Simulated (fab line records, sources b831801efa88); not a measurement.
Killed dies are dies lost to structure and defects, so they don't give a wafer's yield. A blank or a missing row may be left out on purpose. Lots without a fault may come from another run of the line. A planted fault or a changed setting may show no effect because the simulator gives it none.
A struck lot beside a sound one | flow sfq_line | 26 steps out of a route of 325
Sound: wafers L878.2, L878.3, L878.6. Struck: wafers L879.1, L879.4. (L879.3 of the same lot was not struck and is left out.) The cause comes at the end.
At each step with rows: each side's tool, then ch and its chambers, then its first start. Under that, the readings that differ: sound wafers | struck wafers | difference of the means | sigmas: that difference in standard deviations of wafers without a fault.
alike: readings whose means differ by less than 2 such deviations, and words and numbers that are the same on both sides. not compared: withheld readings, readings that some wafer has no value for, bounds like >300 that may hide the same value, and numbers for which the record gives no deviation and whose values overlap.
The two part at a step that has a row with sigmas, a row that says differs or no value, or rows on one side only. Numbers that don't overlap but have no deviation are shown without sigmas and don't part them. A reading that every wafer of one side lacks parts them only if that side has two wafers or more.

SFQ_L0_RS_MEAS_901: measures by four-point-probe.
  sound on film_metro-01, day 3 14:35; struck on film_metro-01, day 3 19:34
  reading                | sound          | struck    | difference | sigmas
  L0_MONX_KI_RS (ohm/sq) | 41.7 41.5 42.2 | 42.6 42.8 | +0.9       | +2
SFQ_L0_THK_MEAS_902: measures by xrf.
  sound on film_metro-01, day 3 14:41; struck on film_metro-01, day 3 19:41
  alike: L0_MONX_KI_THK
then, 6 steps without rows for these wafers: SFQ_TRILAYER_L0_LITHO_COAT_010 (resist thk 62 nm); SFQ_TRILAYER_L0_LITHO_COAT_005 (resist thk 600 nm); SFQ_TRILAYER_L0_LITHO_SOFTBAKE_009; SFQ_TRILAYER_L0_LITHO_EXPOSE_006 (exposes mask L0, target cd 2000 nm); SFQ_TRILAYER_L0_LITHO_PEB_008 (peb time 60 s); SFQ_TRILAYER_L0_LITHO_DEVELOP_007 (time 60 s).
-- the record jumps here: 3 days lie between the struck wafers' starts before and after --
SFQ_TRILAYER_L0_BARC_OPEN_METAL_ETCH_010: etches BARC in O2, target depth 125 nm, time 41.7 s.
  sound on rie_metal-02 ch 0,1, day 6 16:47; struck on rie_metal-02 ch 0,1, day 6 22:47
  alike: chamber_pressure_mTorr, drypump_motor_current_A, oes_product_au
  not compared: rf_hours_counter_h
SFQ_TRILAYER_L0_ETCH_METAL_ETCH_008: etches MoNx KI in SF6/O2, stops on SiO2, target depth 50 nm, time 25 s.
  sound on rie_metal-02 ch 0,1, day 6 16:51; struck on rie_metal-02 ch 0,1, day 6 22:51
  alike: chamber_pressure_mTorr, drypump_motor_current_A, oes_product_au
  not compared: rf_hours_counter_h
then, 2 steps without rows for these wafers: SFQ_TRILAYER_L0_STRIP_STRIP_009 (strips in O2); SFQ_TRILAYER_L0_STRIP_SOLV_CLEAN_010 (cleans in NMP, time 600 s).
SFQ_TRILAYER_L0_CAP_PECVD_011: deposits SiO2 from SiH4/N2O, time 13.333 s, target thk 60 nm.
  sound on pecvd-02 ch 1,2, day 6 17:41; struck on pecvd-02 ch 1, day 6 23:40
  reading                                             | sound             | struck      | difference | sigmas
  heater_power_outer_w (W)                            | 32 23 23          | 3 4         | -22        | -3
  heater_power_w (W)                                  | 88 71 72          | 46 46       | -31        | -2
  rf_fwd_power_W (W)                                  | 178.1 180.4 181.0 | 253.0 254.1 | +73.7      | +86
  showerhead_vpp_V (V)                                | 813 877 873       | 1050 1038   | +190       | +5
  model.SiO2_of_TRILAYER_L0_CAP_PECVD_011.thk_nm (nm) | 59.39 58.88 59.61 | 65.43 67.21 | +7.03      |
  alike: throttle_valve_pct
then, 6 steps without rows for these wafers: SFQ_TRILAYER_L0_VIA_LITHO_COAT_018 (resist thk 62 nm); SFQ_TRILAYER_L0_VIA_LITHO_COAT_013 (resist thk 650 nm); SFQ_TRILAYER_L0_VIA_LITHO_SOFTBAKE_017; SFQ_TRILAYER_L0_VIA_LITHO_EXPOSE_014 (exposes mask L0V, target cd 700 nm); SFQ_TRILAYER_L0_VIA_LITHO_PEB_016 (peb time 60 s); SFQ_TRILAYER_L0_VIA_LITHO_DEVELOP_015 (time 60 s).
-- the record jumps here: 4 days lie between the struck wafers' starts before and after --
SFQ_L0V_OVL_MEAS_903:
  sound on overlay-02, day 10 19:24; struck on overlay-01, day 11 03:47
  alike: L0V_OVL
SFQ_TRILAYER_L0_VIA_BARC_OPEN_VIA_ETCH_021: etches BARC in O2, target depth 125 nm, time 41.7 s.
  sound on rie_diel-04 ch 1,2,3, day 10 19:26; struck on rie_diel-04 ch 0,2, day 11 03:50
  alike: chamber_pressure_mTorr, drypump_motor_current_A, oes_product_au
  not compared: rf_hours_counter_h
SFQ_TRILAYER_L0_VIA_ETCH_VIA_ETCH_016: etches SiO2 in CHF3, stops on MoNx KI, target depth 80 nm.
  sound on rie_diel-04 ch 1,2,3, day 10 19:28; struck on rie_diel-04 ch 0,2, day 11 03:52
  reading                         | sound             | struck      | difference | sigmas
  oes_product_au (a.u.)           | 0.839 0.833 0.842 | 0.886 0.910 | +0.060     | +8
  model.etch.depth_nm (nm)        | 59.39 58.88 59.61 | 65.43 67.21 | +7.03      |
  model.L0V.feature_depth_nm (nm) | 59.39 58.88 59.61 | 65.43 67.21 | +7.03      |
  alike: chamber_pressure_mTorr, drypump_motor_current_A
SFQ_TRILAYER_L0_VIA_STRIP_STRIP_017: strips in O2.
  sound on rie_metal-03 ch 0,1, day 10 19:31; struck on rie_metal-02 ch 0,1, day 11 03:55
  alike: chamber_pressure_mTorr, drypump_motor_current_A, oes_product_au
  not compared: rf_hours_counter_h
then, 1 step without rows for these wafers: SFQ_TRILAYER_L0_VIA_STRIP_SOLV_CLEAN_018 (cleans in NMP, time 600 s).
SFQ_TRILAYER_M0_DEP_PRE_CLEAN_020: time 15 s.
  sound on pvd_sputter-06, day 10 20:17; struck on pvd_sputter-04, day 11 04:41
  reading                                             | sound             | struck      | difference | sigmas
  model.SiO2_of_TRILAYER_L0_CAP_PECVD_011.thk_nm (nm) | 54.39 53.88 54.61 | 60.43 62.21 | +7.03      |
SFQ_TRILAYER_M0_DEP_SPUTTER_019: material Nb, target thk 200 nm, time 133.3 s.
  sound on pvd_sputter-06, day 10 20:19; struck on pvd_sputter-04, day 11 04:43
  alike: throttle_valve_pct

WHERE THEY PART
First at SFQ_L0_RS_MEAS_901; last, within this record, at SFQ_TRILAYER_L0_VIA_ETCH_VIA_ETCH_016. Later steps at which nothing parts them and some readings are alike: SFQ_TRILAYER_L0_VIA_STRIP_STRIP_017, SFQ_TRILAYER_M0_DEP_SPUTTER_019.

WHY: what the simulator had put in
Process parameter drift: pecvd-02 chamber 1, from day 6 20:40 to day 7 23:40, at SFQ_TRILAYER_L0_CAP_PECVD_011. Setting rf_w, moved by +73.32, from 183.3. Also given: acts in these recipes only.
